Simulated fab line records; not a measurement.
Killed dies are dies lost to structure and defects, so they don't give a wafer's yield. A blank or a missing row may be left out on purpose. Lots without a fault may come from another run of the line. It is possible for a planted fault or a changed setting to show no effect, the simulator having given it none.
Split-lot trial || flow sfq-line || 5 lots, 23 wafers read, on a route of 325 steps

== THE SPLIT ITSELF ==
At SFQ_TRILAYER_I6_VIA_LITHO_COAT_174 (resist thk 62 nm), the setting resist-thk-nm was moved away from the recipe's 62 nm on 8 of the 23 wafers read, by -3.9% to +5.5%. This setting was run at the recipe's value on the other wafers.

The split's own step is where the reading is taken.

== THE READING ==
BARC_of_TRILAYER_I6_VIA_LITHO_COAT_174.thk-nm (the simulator's own value, which no gauge read), in nm, at SFQ_TRILAYER_I6_VIA_LITHO_COAT_174 (resist thk 62 nm). The file does not state a usual value for it. Here, 15 wafers ran the recipe; their average is 61.97 nm with a standard deviation of 0.19 nm.

{"wafer": "L074.1", "tool, chamber at the split": "litho-track-04, 0", "resist-thk-nm as run, nm": 60.94, "against the recipe": "-1.7%", "BARC_of_TRILAYER_I6_VIA_LITHO_COAT_174.thk-nm, nm": 60.82, "against lot-mates on the recipe": -1.16}
{"wafer": "L074.2", "tool, chamber at the split": "litho-track-04, 0", "resist-thk-nm as run, nm": 62, "against the recipe": "recipe", "BARC_of_TRILAYER_I6_VIA_LITHO_COAT_174.thk-nm, nm": 61.99, "against lot-mates on the recipe": "-"}
{"wafer": "L074.3", "tool, chamber at the split": "litho-track-04, 0", "resist-thk-nm as run, nm": 60.94, "against the recipe": "-1.7%", "BARC_of_TRILAYER_I6_VIA_LITHO_COAT_174.thk-nm, nm": 60.86, "against lot-mates on the recipe": -1.12}
{"wafer": "L074.5", "tool, chamber at the split": "litho-track-04, 0", "resist-thk-nm as run, nm": 60.94, "against the recipe": "-1.7%", "BARC_of_TRILAYER_I6_VIA_LITHO_COAT_174.thk-nm, nm": 60.94, "against lot-mates on the recipe": -1.04}
{"wafer": "L074.6", "tool, chamber at the split": "litho-track-04, 0", "resist-thk-nm as run, nm": 62, "against the recipe": "recipe", "BARC_of_TRILAYER_I6_VIA_LITHO_COAT_174.thk-nm, nm": 61.97, "against lot-mates on the recipe": "-"}
{"wafer": "L077.2", "tool, chamber at the split": "litho-track-02, 0", "resist-thk-nm as run, nm": 62, "against the recipe": "recipe", "BARC_of_TRILAYER_I6_VIA_LITHO_COAT_174.thk-nm, nm": 61.87, "against lot-mates on the recipe": "-"}
{"wafer": "L077.3", "tool, chamber at the split": "litho-track-02, 0", "resist-thk-nm as run, nm": 62, "against the recipe": "recipe", "BARC_of_TRILAYER_I6_VIA_LITHO_COAT_174.thk-nm, nm": 61.84, "against lot-mates on the recipe": "-"}
{"wafer": "L077.4", "tool, chamber at the split": "litho-track-02, 0", "resist-thk-nm as run, nm": 62, "against the recipe": "recipe", "BARC_of_TRILAYER_I6_VIA_LITHO_COAT_174.thk-nm, nm": 61.92, "against lot-mates on the recipe": "-"}
{"wafer": "L077.5", "tool, chamber at the split": "litho-track-02, 0", "resist-thk-nm as run, nm": 62, "against the recipe": "recipe", "BARC_of_TRILAYER_I6_VIA_LITHO_COAT_174.thk-nm, nm": 61.8, "against lot-mates on the recipe": "-"}
{"wafer": "L077.6", "tool, chamber at the split": "litho-track-02, 0", "resist-thk-nm as run, nm": 62, "against the recipe": "recipe", "BARC_of_TRILAYER_I6_VIA_LITHO_COAT_174.thk-nm, nm": 61.73, "against lot-mates on the recipe": "-"}
{"wafer": "L081.1", "tool, chamber at the split": "litho-track-02, 0", "resist-thk-nm as run, nm": 59.57, "against the recipe": "-3.9%", "BARC_of_TRILAYER_I6_VIA_LITHO_COAT_174.thk-nm, nm": 59.48, "against lot-mates on the recipe": -2.42}
{"wafer": "L081.2", "tool, chamber at the split": "litho-track-02, 0", "resist-thk-nm as run, nm": 59.57, "against the recipe": "-3.9%", "BARC_of_TRILAYER_I6_VIA_LITHO_COAT_174.thk-nm, nm": 59.53, "against lot-mates on the recipe": -2.37}
{"wafer": "L081.3", "tool, chamber at the split": "litho-track-02, 0", "resist-thk-nm as run, nm": 62, "against the recipe": "recipe", "BARC_of_TRILAYER_I6_VIA_LITHO_COAT_174.thk-nm, nm": 61.75, "against lot-mates on the recipe": "-"}
{"wafer": "L081.4", "tool, chamber at the split": "litho-track-02, 0", "resist-thk-nm as run, nm": 62, "against the recipe": "recipe", "BARC_of_TRILAYER_I6_VIA_LITHO_COAT_174.thk-nm, nm": 62, "against lot-mates on the recipe": "-"}
{"wafer": "L081.5", "tool, chamber at the split": "litho-track-02, 0", "resist-thk-nm as run, nm": 62, "against the recipe": "recipe", "BARC_of_TRILAYER_I6_VIA_LITHO_COAT_174.thk-nm, nm": 61.95, "against lot-mates on the recipe": "-"}
{"wafer": "L082.2", "tool, chamber at the split": "litho-track-01, 0", "resist-thk-nm as run, nm": 62, "against the recipe": "recipe", "BARC_of_TRILAYER_I6_VIA_LITHO_COAT_174.thk-nm, nm": 62.32, "against lot-mates on the recipe": "-"}
{"wafer": "L082.4", "tool, chamber at the split": "litho-track-01, 0", "resist-thk-nm as run, nm": 62, "against the recipe": "recipe", "BARC_of_TRILAYER_I6_VIA_LITHO_COAT_174.thk-nm, nm": 62.32, "against lot-mates on the recipe": "-"}
{"wafer": "L082.3", "tool, chamber at the split": "litho-track-01, 0", "resist-thk-nm as run, nm": 62, "against the recipe": "recipe", "BARC_of_TRILAYER_I6_VIA_LITHO_COAT_174.thk-nm, nm": 62.31, "against lot-mates on the recipe": "-"}
{"wafer": "L085.1", "tool, chamber at the split": "litho-track-04, 0", "resist-thk-nm as run, nm": 62, "against the recipe": "recipe", "BARC_of_TRILAYER_I6_VIA_LITHO_COAT_174.thk-nm, nm": 61.86, "against lot-mates on the recipe": "-"}
{"wafer": "L085.2", "tool, chamber at the split": "litho-track-04, 0", "resist-thk-nm as run, nm": 62, "against the recipe": "recipe", "BARC_of_TRILAYER_I6_VIA_LITHO_COAT_174.thk-nm, nm": 61.97, "against lot-mates on the recipe": "-"}
{"wafer": "L085.3", "tool, chamber at the split": "litho-track-04, 0", "resist-thk-nm as run, nm": 65.42, "against the recipe": "+5.5%", "BARC_of_TRILAYER_I6_VIA_LITHO_COAT_174.thk-nm, nm": 65.51, "against lot-mates on the recipe": "+3.60"}
{"wafer": "L085.5", "tool, chamber at the split": "litho-track-04, 0", "resist-thk-nm as run, nm": 65.42, "against the recipe": "+5.5%", "BARC_of_TRILAYER_I6_VIA_LITHO_COAT_174.thk-nm, nm": 65.57, "against lot-mates on the recipe": "+3.65"}
{"wafer": "L085.6", "tool, chamber at the split": "litho-track-04, 0", "resist-thk-nm as run, nm": 65.42, "against the recipe": "+5.5%", "BARC_of_TRILAYER_I6_VIA_LITHO_COAT_174.thk-nm, nm": 65.58, "against lot-mates on the recipe": "+3.66"}

THE FIT
A straight line over all 23 wafers: BARC_of_TRILAYER_I6_VIA_LITHO_COAT_174.thk-nm changes by +0.644 nm for each +1% of resist-thk-nm; r = +0.99; the points scatter about the line by 0.16 nm.
The same after taking each lot's own level away (the mean of its wafers on the recipe; 23 wafers): +0.647 nm for each +1%; r = +1.00; scatter 0.075 nm.
According to that fit, moving resist-thk-nm by its largest amount changes the reading by 3.6 nm.
Across the lots, their own levels run from 61.832 to 62.317 nm, a range of 2.6 times the standard deviation given above.
So the lot-to-lot level changes the slope little: the two slopes agree.
Check: for one of the wafers moved furthest among these (+5.5%), held out of the fit, the line's prediction against its lot-mates is +3.59 nm. Against them it came out at +3.6 nm.

== THESE WAFERS: OTHER SPLITS ==
Before the reading, these wafers also passed through other splits. Each is held against what the fit with the lots' levels taken away leaves over:
{"other split on the same wafers": "SFQ_TRILAYER_M4_ETCH_METAL_ETCH_096 time-s", "wafers away from the commonest value": 10, "r with BARC_of_TRILAYER_I6_VIA_LITHO_COAT_174.thk-nm (lot level and that fit taken away)": "+0.34"}
{"other split on the same wafers": "SFQ_TRILAYER_I4_VIA_LITHO_COAT_103 spin-rpm", "wafers away from the commonest value": 6, "r with BARC_of_TRILAYER_I6_VIA_LITHO_COAT_174.thk-nm (lot level and that fit taken away)": "+0.20"}
{"other split on the same wafers": "SFQ_TRILAYER_I4_VIA_BARC_OPEN_VIA_ETCH_146 bias-w", "wafers away from the commonest value": 12, "r with BARC_of_TRILAYER_I6_VIA_LITHO_COAT_174.thk-nm (lot level and that fit taken away)": "+0.08"}
{"other split on the same wafers": "SFQ_TRILAYER_JJ_TRILAYER_DEP_SPUTTER_109 power-w", "wafers away from the commonest value": 12, "r with BARC_of_TRILAYER_I6_VIA_LITHO_COAT_174.thk-nm (lot level and that fit taken away)": "+0.00"}
{"other split on the same wafers": "SFQ_TRILAYER_JJ_CE_LITHO_COAT_114 resist-thk-nm", "wafers away from the commonest value": 10, "r with BARC_of_TRILAYER_I6_VIA_LITHO_COAT_174.thk-nm (lot level and that fit taken away)": -0.03}
{"other split on the same wafers": "SFQ_TRILAYER_JJ_CE_BARC_OPEN_RIE_150 pressure-mtorr", "wafers away from the commonest value": 10, "r with BARC_of_TRILAYER_I6_VIA_LITHO_COAT_174.thk-nm (lot level and that fit taken away)": "+0.02"}
{"other split on the same wafers": "SFQ_TRILAYER_M5_ETCH_METAL_ETCH_126 icp-w", "wafers away from the commonest value": 5, "r with BARC_of_TRILAYER_I6_VIA_LITHO_COAT_174.thk-nm (lot level and that fit taken away)": "+0.42"}
{"other split on the same wafers": "SFQ_TRILAYER_R5_LITHO_COAT_141 resist-thk-nm", "wafers away from the commonest value": 11, "r with BARC_of_TRILAYER_I6_VIA_LITHO_COAT_174.thk-nm (lot level and that fit taken away)": "+0.25"}
{"other split on the same wafers": "SFQ_TRILAYER_R5_LITHO_PEB_139 peb-time-s", "wafers away from the commonest value": 9, "r with BARC_of_TRILAYER_I6_VIA_LITHO_COAT_174.thk-nm (lot level and that fit taken away)": "+0.22"}
{"other split on the same wafers": "SFQ_TRILAYER_M6_LITHO_PEB_162 peb-time-s", "wafers away from the commonest value": 5, "r with BARC_of_TRILAYER_I6_VIA_LITHO_COAT_174.thk-nm (lot level and that fit taken away)": -0.10}
{"other split on the same wafers": "SFQ_TRILAYER_M6_BARC_OPEN_METAL_ETCH_206 icp-w", "wafers away from the commonest value": 11, "r with BARC_of_TRILAYER_I6_VIA_LITHO_COAT_174.thk-nm (lot level and that fit taken away)": -0.39}

== THE FILE'S OWN FIT ==
BARC_of_TRILAYER_I6_VIA_LITHO_COAT_174.thk-nm changes by +0.643 nm for each +1% of resist-thk-nm, r = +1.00.
